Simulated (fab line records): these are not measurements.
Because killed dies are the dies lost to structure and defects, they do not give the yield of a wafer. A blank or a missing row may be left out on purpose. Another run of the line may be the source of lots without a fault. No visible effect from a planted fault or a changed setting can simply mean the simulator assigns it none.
Comparing a struck lot with a sound one | flow gf180mcu | 37 out of 602 route steps
Sound: these wafers, L634.2, L634.3, L634.5. Struck: wafers L645.1, L645.2. (L645.4 of the same lot was not struck and is left out.) The cause comes at the end.
Per side, at each step with rows, come the tool, then ch with its chambers, and then its first start. Under that, the readings that differ: sound wafers | struck wafers | difference of the means | sigmas: that difference in standard deviations of wafers without a fault.
alike: readings whose means differ by less than 2 such deviations, and words and numbers that are the same on both sides. not compared: withheld readings, readings that some wafer has no value for, bounds like >300 that may hide the same value, and numbers for which the record gives no deviation and whose values overlap.
A row with sigmas, a row that says differs or no value, or rows on one side alone: a step with any of these is where the two part. Numbers that don't overlap but have no deviation are shown without sigmas and don't part them. A reading that every wafer of one side lacks parts them only if that side has two wafers or more.

first, 2 steps without rows for these wafers: GF_M4_PEB_12 (peb time 90 s); GF_M4_DEVELOP_13 (develop time 60 s).
GF_M4_CD_MEAS_14: the cd target is 280 nm.
  struck on cd sem-02, day 29 13:26; sound on cd sem-01, day 26 01:40
  alike: cd nm
GF_M4_OVL_MEAS_15:
  struck on overlay-01, day 29 13:34; sound on overlay-02, day 26 01:46
  alike: M4_OVL
GF_M4_METAL_ETCH_16: etches the open film in Cl2/BCl3, stops on SiO2, target depth 627.5 nm, time 104.6 s.
  sound on rie metal-01 ch 0,1, day 26 01:48; struck on rie metal-02 ch 0,1, day 29 13:35
  alike: drypump motor current A, oes product au, rf fwd power W, throttle valve pct
  not compared: rf hours counter h
GF_M4_STRIP_17: strips in O2/N2.
  sound on plasma asher-04 ch 0,1, day 26 01:57; struck on plasma asher-04 ch 0,1, day 29 13:43
  alike: drypump motor current A, heater power w, o2 flow sccm, oes product au, platen temp c, strip time to endpoint s
  not compared: rf hours counter h
then, 3 steps without rows for these wafers: GF_M4_STRIP_18 (strips in post etch residue remover, time 1200 s); GF_M4_CLEAN_19 (cleans in DIW); GF_V4_CVD_00 (deposits SiO2, target thk 600 nm, time 100 s).
GF_V4_THK_MEAS_01:
  struck on film metro-02, day 29 14:24; sound on film metro-03, day 26 02:38
  alike: V4_CVD_00_THK
GF_V4_CVD_02: deposits SiO2 from TEOS, target thk 850 nm, time 94.851 s.
  sound on pecvd-04 ch 0,1,2, day 26 02:41; struck on pecvd-04 ch 0,1, day 29 14:28
  alike: heater power w, rf fwd power W
GF_V4_THK_MEAS_03:
  struck on film metro-02, day 29 14:34; sound on film metro-04, day 26 02:46
  alike: V4_CVD_02_THK
GF_V4_CMP_04: polishes SiO2.
  sound on cmp-02 ch 0,2,3, day 26 03:03; struck on cmp-01 ch 0,3, day 29 14:38
  reading                             | sound             | struck      | difference | sigmas
  time to endpoint s (s)              | 82 73 92          | 23 21       | -60        | -9
  model.SiO2_of_V4_CVD_02.thk nm (nm) | 631.3 630.6 632.6 | 789.5 788.8 | +157.6     |
  alike: motor current A
GF_V4_BOW_MEAS_05:
  struck on film metro-03, day 29 14:56; sound on film metro-04, day 26 03:22
  alike: V4_BOW
then, 8 steps without rows for these wafers: GF_V4_DEHYDRATE_06 (time 60 s); GF_V4_HMDS_07 (prime time 60 s); GF_V4_COAT_08; GF_V4_COAT_09 (resist thk 1000 nm); GF_V4_SOFTBAKE_10 (time 60 s); GF_V4_EXPOSE_11 (exposes mask Via4, target cd 260 nm); GF_V4_PEB_12 (peb time 90 s); GF_V4_DEVELOP_13 (develop time 60 s).
GF_V4_CD_MEAS_14: the cd target is 260 nm.
  struck on cd sem-02, day 30 09:36; sound on cd sem-01, day 27 00:10
  alike: cd nm
GF_V4_OVL_MEAS_15:
  struck on overlay-02, day 30 09:43; sound on overlay-01, day 27 00:16
  alike: V4_OVL
then, 1 step without rows for these wafers: GF_V4_ETCH_16 (etches BARC in N2/H2).
GF_V4_ETCH_17: etches SiO2 in C4F8/O2/Ar, stops on TiN, target depth 630 nm.
  sound: rie diel-02 ch 0,2; struck: rie diel-03 ch 1,2
  reading                        | sound             | struck      | difference | sigmas
  oes product au (a.u.)          | 0.852 0.853 0.858 | 0.980 0.975 | +0.123     | +29
  model.V4.feature depth nm (nm) | 631.3 630.6 632.6 | 789.5 788.8 | +157.6     |
  model.etch.depth nm (nm)       | 631.3 630.6 632.6 | 789.5 788.8 | +157.6     |
  alike: rf fwd power W
GF_V4_STRIP_18: strips in O2/N2.
  sound on plasma asher-03 ch 0,1, day 27 00:25; struck on plasma asher-01 ch 0,1, day 30 09:53
  reading           | sound                | struck        | difference | sigmas
  platen temp c (C) | 249.87 249.91 250.01 | 250.31 250.25 | +0.35      | +2
  alike: drypump motor current A, heater power w, o2 flow sccm, oes product au
  not compared: rf hours counter h
then, 4 steps without rows for these wafers: GF_V4_STRIP_19 (strips in post etch residue remover, time 1200 s); GF_V4_CLEAN_20 (cleans in DIW); GF_V4_SPUTTER_21 (material Ti, target thk 15 nm, time 80.02 s); GF_V4_SPUTTER_22 (material TiN, target thk 10 nm, time 40 s).
GF_V4_CVD_23: deposits W, target thk 350 nm, time 104.9 s.
  sound on cvd w-01 ch 1, day 27 01:04; struck on cvd w-02 ch 0,1, day 30 10:31
  reading            | sound       | struck  | difference | sigmas
  heater power w (W) | 724 750 725 | 884 964 | +191       | +2
  alike: chamber pressure Torr
GF_V4_RS_MEAS_24: measures by four-point-probe.
  struck on film metro-02, day 30 10:38; sound on film metro-02, day 27 01:12
  alike: V4_W_RS
GF_V4_THK_MEAS_25: measures by xrf.
  struck on film metro-02, day 30 10:45; sound on film metro-02, day 27 01:19
  alike: V4_W_THK
GF_V4_CMP_26: polishes, stops on SiO2, t overpolish 15 s, target thk 0 nm.
  sound on cmp-02 ch 1,2,3, day 27 01:22; struck on cmp-01 ch 0,3, day 30 10:52
  reading                             | sound             | struck    | difference | sigmas
  model.SiO2_of_V4_CVD_02.thk nm (nm) | 627.6 626.8 628.8 | 785.7 785 | +157.6     |
  alike: motor current A
then, 1 step without rows for these wafers: GF_MIM_SPUTTER_00 (material Ti, target thk 37.5 nm, time 150 s).
-- the record jumps here: 4 days lie between the struck wafers' starts before and after (it left off in module MIM and takes up again in module PASSIVATION, whose first step shown is number 602 of the route) --
GF_PASSIVATION_PROBE_99:
  struck on prober-01, day 34 05:22; sound on prober-02, day 31 08:33
  reading                               | sound                | struck        | difference | sigmas
  model.etest.via4 chain.rc ohm         | 6.125 6.519 6.3      | 7.474 8.377   | +1.611     |
  model.etest.met5 comb.leak log10 a um | -11.96 -12.11 -12.09 | -11.37 -10.85 | +0.94      |

## WHERE THEY PART
Earliest at GF_V4_CMP_04; latest, in this record, at GF_V4_CVD_23. Later steps at which nothing parts them and some readings are alike: GF_V4_RS_MEAS_24, GF_V4_THK_MEAS_25, GF_V4_CMP_26.

WHY: what the simulator had put in
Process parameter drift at GF_V4_CMP_04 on cmp-01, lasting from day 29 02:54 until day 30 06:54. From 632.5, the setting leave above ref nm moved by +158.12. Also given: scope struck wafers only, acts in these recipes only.
